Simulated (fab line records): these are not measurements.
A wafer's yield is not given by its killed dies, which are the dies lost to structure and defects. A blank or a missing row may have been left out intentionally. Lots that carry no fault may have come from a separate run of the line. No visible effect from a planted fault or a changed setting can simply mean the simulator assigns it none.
fab line records | flow sky130
[record] lots = 12 | wafers = 36 | lastDay = 50
route steps=708 shown NWELL@64 LI_CONTACT@364
lots that met no fault: from a run of the same line without faults
startH: the number of hours between the record's first day and the start of the first shown wafer of the lot | waitH: hours since the lot's step before | " as in the row above | L1.1+2: one row covering several wafers at once | - no value, or no start was given | * or withheld: withheld | < > ~ a bound
route shown NAME@n: a module of which the file shows steps, and the number in the route of the first | usual: the fault-free wafers' mean and standard deviation | same: alike in all rows | chamber/n: place in a boat | sites: the reading at each site | _std_site: standard deviation across them | _edge_site: inner sites' mean taken away from outer sites' mean | radiusMm: how far each site lies from the wafer's centre | mask NAME#n: copy n | behind: the tool/chamber that last shaped the wafer | hold: cause of the lot's hold/its duration in hours/its outcome | device: whichever transistor did not switch (one of n, p or np) | end of line: tests run on the same wafers once the route is complete | a step given without rows: its recipe and nothing more | killed: dies that structure and defects cost at the first sort, which is not the same as the wafer's yield | map: shows each die of a wafer: x if killed, . if not, _ if none is there
set.NAME: the setting as run; set.NAME@STEP: as run at that earlier step | model.NAME: the simulator's own value behind a step, which no gauge read
route steps across a sampled set of lots; one table per step, one row per wafer
services: the hour from which a tool's chamber was out of use, counted from the record's first day as startH (under 0 if before that day), plus the number of hours and why
[[steps]]
[step SKY_NWELL_IMPLANT_11]
[recipe] species = P | energyKev = 400 | doseCm2 = 1.9e+13 | tiltDeg = withheld
[usual] beamOnS = 10.02/0.2 | doseIonsCm2 = 1.9001e+13/2e+10 | faradayCurrentUA = 106.9/2.1
lot.wafer | tool         | chamber | startH | waitH | beamOnS | doseIonsCm2 | faradayCurrentUA
L363.1    | implanter-04 | 0       | 83.96  | 0.0   | 10.07   | 1.8974e+13  | 106.1
L363.5    | "            | 0       | "      | "     | 10.19   | 1.8994e+13  | 104.7
L363.6    | "            | 0       | "      | "     | 10.25   | 1.9017e+13  | 104.1
L364.3    | implanter-03 | 0       | 92.64  | 0.1   | 10.28   | 1.9004e+13  | 104.1
L364.5    | "            | 0       | "      | "     | 10.18   | 1.9033e+13  | 105.6
L364.6    | "            | 0       | "      | "     | 9.89    | 1.9012e+13  | 108.3
L365.1    | implanter-02 | 0       | 98.36  | 0.0   | 9.91    | 1.9013e+13  | 108.1
L365.2    | "            | 0       | "      | "     | 10.22   | 1.9031e+13  | 104.1
L365.4    | "            | 0       | "      | "     | 9.84    | 1.9015e+13  | 108.7
L366.1    | implanter-03 | 0       | 104.44 | 0.0   | 10.14   | 1.9013e+13  | 105.3
L366.4    | "            | 0       | "      | "     | 10.08   | 1.9015e+13  | 106.6
L366.6    | "            | 0       | "      | "     | 10.25   | 1.9038e+13  | 104.3
L367.2    | implanter-03 | 0       | 108.85 | 0.0   | 10.20   | 1.9001e+13  | 105.6
L367.3    | "            | 0       | "      | "     | 9.87    | 1.8978e+13  | 108.5
L367.5    | "            | 0       | "      | "     | 10.20   | 1.9004e+13  | 105.0
L368.2    | implanter-04 | 0       | 117.15 | 0.0   | 10.08   | 1.9012e+13  | 106.4
L368.3    | "            | 0       | "      | "     | 9.96    | 1.8984e+13  | 107.4
L368.5    | "            | 0       | "      | "     | 10.20   | 1.899e+13   | 104.9
L369.1    | implanter-04 | 0       | 120.51 | 0.0   | 10.08   | 1.9003e+13  | 106.1
L369.2    | "            | 0       | "      | "     | 10.09   | 1.9001e+13  | 106.6
L369.6    | "            | 0       | "      | "     | 10.06   | 1.8997e+13  | 106.7
L373.2    | implanter-03 | 0       | 140.87 | 0.0   | 10.29   | 2.1371e+13  | 117.0
L373.4    | "            | 0       | "      | "     | 10.09   | 2.1364e+13  | 119.0
L373.5    | "            | 0       | "      | "     | 10.22   | 2.1361e+13  | 117.2
L376.1    | implanter-03 | 0       | 160.86 | 0.0   | 10.12   | 2.1366e+13  | 118.7
L376.4    | "            | 0       | "      | "     | 10.08   | 2.1367e+13  | 119.2
L376.5    | "            | 0       | "      | "     | 9.72    | 2.14e+13    | 123.9
L381.1    | implanter-02 | 0       | 190.56 | 0.0   | 9.96    | 1.9015e+13  | 107.6
L381.2    | "            | 0       | "      | "     | 10.17   | 1.902e+13   | 105.4
L381.4    | "            | 0       | "      | "     | 9.80    | 1.8978e+13  | 109.3
L382.2    | implanter-02 | 0       | 202.54 | 0.0   | 10.09   | 1.9017e+13  | 106.2
L382.4    | "            | 0       | "      | "     | 10.08   | 1.8975e+13  | 106.1
L382.6    | "            | 0       | "      | "     | 10.05   | 1.9044e+13  | 107.1
L385.3    | implanter-02 | 0       | 216.89 | 0.1   | 9.91    | 1.9012e+13  | 107.3
L385.4    | "            | 0       | "      | "     | 10.01   | 1.8992e+13  | 107.5
L385.5    | "            | 0       | "      | "     | 10.03   | 1.8971e+13  | 107.5
[step SKY_NWELL_TW_MEAS_15]
[usual] NWELL_TW = 1816/9.1
lot.wafer | tool         | chamber | startH | waitH | NWELL_TW
L363.1    | filmMetro-03 | -       | 84.51  | 0.1   | 1811
L363.5    | "            | -       | "      | "     | 1818
L363.6    | "            | -       | "      | "     | 1821
L364.3    | filmMetro-01 | -       | 93.16  | 0.1   | 1816
L364.5    | "            | -       | "      | "     | 1813
L364.6    | "            | -       | "      | "     | 1811
L365.1    | filmMetro-01 | -       | 98.91  | 0.1   | 1821
L365.2    | "            | -       | "      | "     | 1818
L365.4    | "            | -       | "      | "     | 1828
L366.1    | filmMetro-02 | -       | 104.99 | 0.1   | 1828
L366.4    | "            | -       | "      | "     | 1832
L366.6    | "            | -       | "      | "     | 1836
L367.2    | filmMetro-03 | -       | 109.39 | 0.1   | 1815
L367.3    | "            | -       | "      | "     | 1810
L367.5    | "            | -       | "      | "     | 1812
L368.2    | filmMetro-01 | -       | 117.71 | 0.1   | 1823
L368.3    | "            | -       | "      | "     | 1822
L368.5    | "            | -       | "      | "     | 1820
L369.1    | filmMetro-01 | -       | 121.06 | 0.1   | 1806
L369.2    | "            | -       | "      | "     | 1805
L369.6    | "            | -       | "      | "     | 1804
L373.2    | filmMetro-02 | -       | 141.40 | 0.1   | 1892
L373.4    | "            | -       | "      | "     | 1888
L373.5    | "            | -       | "      | "     | 1890
L376.1    | filmMetro-02 | -       | 161.41 | 0.1   | 1872
L376.4    | "            | -       | "      | "     | 1886
L376.5    | "            | -       | "      | "     | 1887
L381.1    | filmMetro-03 | -       | 191.11 | 0.1   | 1825
L381.2    | "            | -       | "      | "     | 1805
L381.4    | "            | -       | "      | "     | 1823
L382.2    | filmMetro-01 | -       | 203.07 | 0.1   | 1806
L382.4    | "            | -       | "      | "     | 1818
L382.6    | "            | -       | "      | "     | 1818
L385.3    | filmMetro-01 | -       | 217.41 | 0.1   | 1824
L385.4    | "            | -       | "      | "     | 1822
L385.5    | "            | -       | "      | "     | 1818
[step SKY_NWELL_RS_MEAS_29]
[recipe] thkMeasGauge = four-point-probe
[usual] NWELL_RS = 625.1/1.7
lot.wafer | tool         | chamber | startH | waitH | NWELL_RS[ohm/sq]
L363.1    | filmMetro-02 | -       | 102.94 | 0.1   | 623.9
L363.5    | "            | -       | "      | "     | 624.2
L363.6    | "            | -       | "      | "     | 623.1
L364.3    | filmMetro-03 | -       | 110.99 | 0.1   | 622.3
L364.5    | "            | -       | "      | "     | 623.1
L364.6    | "            | -       | "      | "     | 624.1
L365.1    | filmMetro-01 | -       | 116.06 | 0.1   | 624.4
L365.2    | "            | -       | "      | "     | 624.1
L365.4    | "            | -       | "      | "     | 625.5
L366.1    | filmMetro-01 | -       | 122.59 | 0.1   | 626.8
L366.4    | "            | -       | "      | "     | 623.2
L366.6    | "            | -       | "      | "     | 624.0
L367.2    | filmMetro-02 | -       | 126.44 | 0.2   | 626.1
L367.3    | "            | -       | "      | "     | 626.3
L367.5    | "            | -       | "      | "     | 624.2
L368.2    | filmMetro-02 | -       | 135.92 | 0.1   | 622.3
L368.3    | "            | -       | "      | "     | 621.3
L368.5    | "            | -       | "      | "     | 622.8
L369.1    | filmMetro-03 | -       | 139.65 | 0.1   | 626.5
L369.2    | "            | -       | "      | "     | 624.4
L369.6    | "            | -       | "      | "     | 623.8
L373.2    | filmMetro-01 | -       | 161.70 | 0.1   | 585.1
L373.4    | "            | -       | "      | "     | 587.2
L373.5    | "            | -       | "      | "     | 586.2
L376.1    | filmMetro-02 | -       | 181.84 | 0.1   | 588.9
L376.4    | "            | -       | "      | "     | 590.2
L376.5    | "            | -       | "      | "     | 587.5
L381.1    | filmMetro-01 | -       | 212.76 | 0.1   | 627.2
L381.2    | "            | -       | "      | "     | 625.4
L381.4    | "            | -       | "      | "     | 625.7
L382.2    | filmMetro-03 | -       | 225.09 | 0.1   | 625.0
L382.4    | "            | -       | "      | "     | 623.3
L382.6    | "            | -       | "      | "     | 625.0
L385.3    | filmMetro-01 | -       | 239.56 | 0.1   | 626.4
L385.4    | "            | -       | "      | "     | 626.2
L385.5    | "            | -       | "      | "     | 627.8
[step SKY_LI_CONTACT_CMP_02]
[recipe] material = PSG | downForcePsi = 4 | platenRpm = 60 | padVelocityMS = 0.94248
[usual] motorCurrentA = 12.9/1.3 | timeToEndpointS = 32.7/2.7
lot.wafer | tool   | chamber | startH | waitH | motorCurrentA | timeToEndpointS
L363.1    | cmp-01 | 3       | 643.02 | 0.1   | 11.1          | 36.5
L363.6    | "      | 1       | "      | "     | 13.0          | 31.1
L363.5    | "      | 2       | "      | "     | 10.8          | 35.1
L364.3    | cmp-02 | 1       | 655.23 | 0.0   | 14.2          | 32.4
L364.5    | "      | 1       | "      | "     | 14.7          | 36.0
L364.6    | "      | 2       | "      | "     | 14.6          | 33.3
L365.4    | cmp-02 | 3       | 660.73 | 0.0   | 13.3          | 30.7
L365.2    | "      | 0       | "      | "     | 13.4          | 29.0
L365.1    | "      | 1       | "      | "     | 13.6          | 35.0
L367.2    | cmp-02 | 2       | 670.09 | 0.0   | 14.7          | 28.7
L367.3    | "      | 1       | "      | "     | 13.4          | 29.4
L367.5    | "      | 3       | "      | "     | 13.5          | 29.2
L366.4    | cmp-01 | 1       | 671.35 | 0.0   | 12.6          | 34.8
L366.1    | "      | 2       | "      | "     | 11.0          | 38.9
L366.6    | "      | 1       | "      | "     | 13.0          | 39.5
L368.2    | cmp-02 | 0       | 683.87 | 0.0   | 12.4          | 32.3
L368.3    | "      | 1       | "      | "     | 14.6          | 33.6
L368.5    | "      | 0       | "      | "     | 12.7          | 30.0
L369.2    | cmp-02 | 0       | 697.13 | 0.0   | 12.8          | 30.8
L369.1    | "      | 1       | "      | "     | 14.6          | 33.2
L369.6    | "      | 1       | "      | "     | 14.6          | 33.2
L373.2    | cmp-01 | 1       | 735.09 | 0.1   | 13.3          | 28.6
L373.4    | "      | 3       | "      | "     | 11.2          | 32.1
L373.5    | "      | 0       | "      | "     | 11.7          | 30.9
L376.4    | cmp-01 | 3       | 750.06 | 0.0   | 10.9          | 33.9
L376.1    | "      | 1       | "      | "     | 12.3          | 33.7
L376.5    | "      | 3       | "      | "     | 10.5          | 33.9
L381.4    | cmp-02 | 3       | 789.11 | 0.1   | 13.2          | 35.0
L381.2    | "      | 0       | "      | "     | 12.5          | 32.6
L381.1    | "      | 1       | "      | "     | 13.7          | 35.2
L382.2    | cmp-02 | 1       | 802.28 | 0.1   | 14.3          | 35.0
L382.4    | "      | 3       | "      | "     | 12.5          | 38.0
L382.6    | "      | 0       | "      | "     | 12.3          | 33.9
L385.4    | cmp-01 | 3       | 816.45 | 0.1   | 11.4          | 38.2
L385.3    | "      | 0       | "      | "     | 12.3          | 34.9
L385.5    | "      | 3       | "      | "     | 11.0          | 33.6
[step SKY_LI_CONTACT_CD_MEAS_12]
[recipe] targetCdNm = 170
[usual] cdNm = 170.0/1.9
lot.wafer | tool     | chamber | startH | waitH | cdNm
L363.1    | cdSem-02 | -       | 671.68 | -     | 174.5
L363.5    | "        | -       | "      | "     | 175.2
L363.6    | "        | -       | "      | "     | 174.2
L364.3    | cdSem-02 | -       | 683.76 | -     | 168.8
L364.5    | "        | -       | "      | "     | 170.1
L364.6    | "        | -       | "      | "     | 170.3
L365.1    | cdSem-01 | -       | 689.29 | -     | 167.8
L365.2    | "        | -       | "      | "     | 170.4
L365.4    | "        | -       | "      | "     | 169.1
L367.2    | cdSem-01 | -       | 698.30 | -     | 171.1
L367.3    | "        | -       | "      | "     | 170.9
L367.5    | "        | -       | "      | "     | 170.8
L366.1    | cdSem-01 | -       | 699.74 | -     | 172.3
L366.4    | "        | -       | "      | "     | 170.9
L366.6    | "        | -       | "      | "     | 170.8
L368.2    | cdSem-02 | -       | 711.30 | -     | 169.3
L368.3    | "        | -       | "      | "     | 169.5
L368.5    | "        | -       | "      | "     | 169.7
L369.1    | cdSem-02 | -       | 724.35 | -     | 172.1
L369.2    | "        | -       | "      | "     | 172.2
L369.6    | "        | -       | "      | "     | 171.5
L373.2    | cdSem-02 | -       | 762.22 | -     | 172.4
L373.4    | "        | -       | "      | "     | 174.4
L373.5    | "        | -       | "      | "     | 171.5
L376.1    | cdSem-02 | -       | 777.04 | -     | 169.0
L376.4    | "        | -       | "      | "     | 169.8
L376.5    | "        | -       | "      | "     | 169.8
L381.1    | cdSem-02 | -       | 816.40 | -     | 169.4
L381.2    | "        | -       | "      | "     | 170.8
L381.4    | "        | -       | "      | "     | 170.6
L382.2    | cdSem-01 | -       | 829.27 | -     | 173.0
L382.4    | "        | -       | "      | "     | 169.8
L382.6    | "        | -       | "      | "     | 171.8
L385.3    | cdSem-02 | -       | 842.98 | -     | 168.4
L385.4    | "        | -       | "      | "     | 169.4
L385.5    | "        | -       | "      | "     | 168.4
[step SKY_LI_CONTACT_RS_MEAS_22]
[recipe] thkMeasGauge = four-point-probe | reads = W_of_LI_CONTACT_CVD_21+TiN_of_LI_CONTACT_SPUTTER_20+Ti_of_LI_CONTACT_SPUTTER_19
[usual] LI_CONTACT_W_RS = 0.286/0.0031
lot.wafer | tool         | chamber | startH | waitH | LI_CONTACT_W_RS[ohm/sq]
L363.1    | filmMetro-03 | -       | 672.52 | 0.1   | 0.288
L363.5    | "            | -       | "      | "     | 0.285
L363.6    | "            | -       | "      | "     | 0.283
L364.3    | filmMetro-03 | -       | 684.60 | 0.1   | 0.290
L364.5    | "            | -       | "      | "     | 0.288
L364.6    | "            | -       | "      | "     | 0.288
L365.1    | filmMetro-03 | -       | 690.13 | 0.1   | 0.286
L365.2    | "            | -       | "      | "     | 0.289
L365.4    | "            | -       | "      | "     | 0.286
L367.2    | filmMetro-04 | -       | 699.15 | 0.1   | 0.290
L367.3    | "            | -       | "      | "     | 0.289
L367.5    | "            | -       | "      | "     | 0.289
L366.1    | filmMetro-04 | -       | 700.61 | 0.1   | 0.288
L366.4    | "            | -       | "      | "     | 0.287
L366.6    | "            | -       | "      | "     | 0.285
L368.2    | filmMetro-03 | -       | 712.17 | 0.1   | 0.289
L368.3    | "            | -       | "      | "     | 0.288
L368.5    | "            | -       | "      | "     | 0.292
L369.1    | filmMetro-04 | -       | 725.19 | 0.1   | 0.288
L369.2    | "            | -       | "      | "     | 0.285
L369.6    | "            | -       | "      | "     | 0.286
L373.2    | filmMetro-04 | -       | 763.06 | 0.1   | 0.287
L373.4    | "            | -       | "      | "     | 0.288
L373.5    | "            | -       | "      | "     | 0.287
L376.1    | filmMetro-04 | -       | 777.88 | 0.1   | 0.282
L376.4    | "            | -       | "      | "     | 0.283
L376.5    | "            | -       | "      | "     | 0.281
L381.1    | filmMetro-03 | -       | 817.24 | 0.1   | 0.291
L381.2    | "            | -       | "      | "     | 0.289
L381.4    | "            | -       | "      | "     | 0.290
L382.2    | filmMetro-01 | -       | 830.11 | 0.1   | 0.285
L382.4    | "            | -       | "      | "     | 0.284
L382.6    | "            | -       | "      | "     | 0.286
L385.3    | filmMetro-03 | -       | 843.95 | 0.2   | 0.289
L385.4    | "            | -       | "      | "     | 0.286
L385.5    | "            | -       | "      | "     | 0.286
[[services]]
tool   | chamber | startH | hours | kind
cmp-01 | -       | 64.00  | 4.0   | pm
cmp-01 | -       | 98.49  | 1.0   | repair
cmp-02 | -       | 104.91 | 5.1   | repair
cmp-02 | -       | 119.58 | 1.0   | repair
cmp-02 | -       | 149.69 | 0.6   | repair
cmp-02 | -       | 166.07 | 0.2   | repair
cmp-02 | -       | 207.24 | 9.9   | pm
cmp-02 | -       | 232.26 | 4.0   | pm
cmp-02 | -       | 265.18 | 5.8   | repair
cmp-02 | -       | 282.41 | 0.6   | repair
cmp-02 | -       | 312.24 | 4.1   | repair
cmp-02 | -       | 361.30 | 1.6   | repair
cmp-02 | -       | 459.55 | 1.4   | repair
cmp-02 | -       | 476.31 | 1.6   | repair
cmp-02 | -       | 483.41 | 3.6   | repair
cmp-02 | -       | 527.81 | 4.2   | repair
cmp-02 | -       | 539.95 | 1.3   | repair
cmp-02 | -       | 572.26 | 4.0   | pm
cmp-02 | -       | 576.26 | 4.4   | pm
cmp-02 | -       | 581.42 | 0.9   | repair
cmp-02 | -       | 602.75 | 6.6   | pm
cmp-02 | -       | 642.83 | 1.9   | repair
cmp-02 | -       | 781.79 | 1.9   | repair
cmp-02 | -       | 792.16 | 1.1   | repair
[[key]]
[firstSign] step = SKY_NWELL_IMPLANT_11 | reading = doseIonsCm2 | direction = up | sigmas = 99+ | usual = * | struck = *
[effect] step = SKY_NWELL_IMPLANT_11 | reading = faradayCurrentUA | direction = up | sigmas = 5.7 | usual = 106.9 | struck = 119.2
[effect] step = SKY_NWELL_TW_MEAS_15 | reading = NWELL_TW | direction = up | sigmas = 7.6 | usual = 1816 | struck = 1886
[effect] step = SKY_NWELL_RS_MEAS_29 | reading = NWELL_RS | direction = down | sigmas = 22 | usual = 625.1 | struck = 587.5
metAt SKY_NWELL_IMPLANT_11
struckLots L373,L376
testerLeftOut L373,L376
notActingAt SKY_LI_CONTACT_CMP_02,SKY_LI_CONTACT_CD_MEAS_12,SKY_LI_CONTACT_RS_MEAS_22
onsetBetween 108.85 140.87
[fault] kind = processParameterDrift | tool = implanter-03 | chamber = - | onsetH = 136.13 | steps = SKY_NWELL_IMPLANT_11 | channel = doseCm2 | offset = * | shape = step | endH = 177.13 | actsIn = * | stated = *
// testerLeftOut: of these lots the tester's yield and bins aren't shown, on N5 and GAA mostly nor the transistor test; their killed dies are dies lost to structure and defects alone, not to doping, threshold or leakage, so they don't give the yield
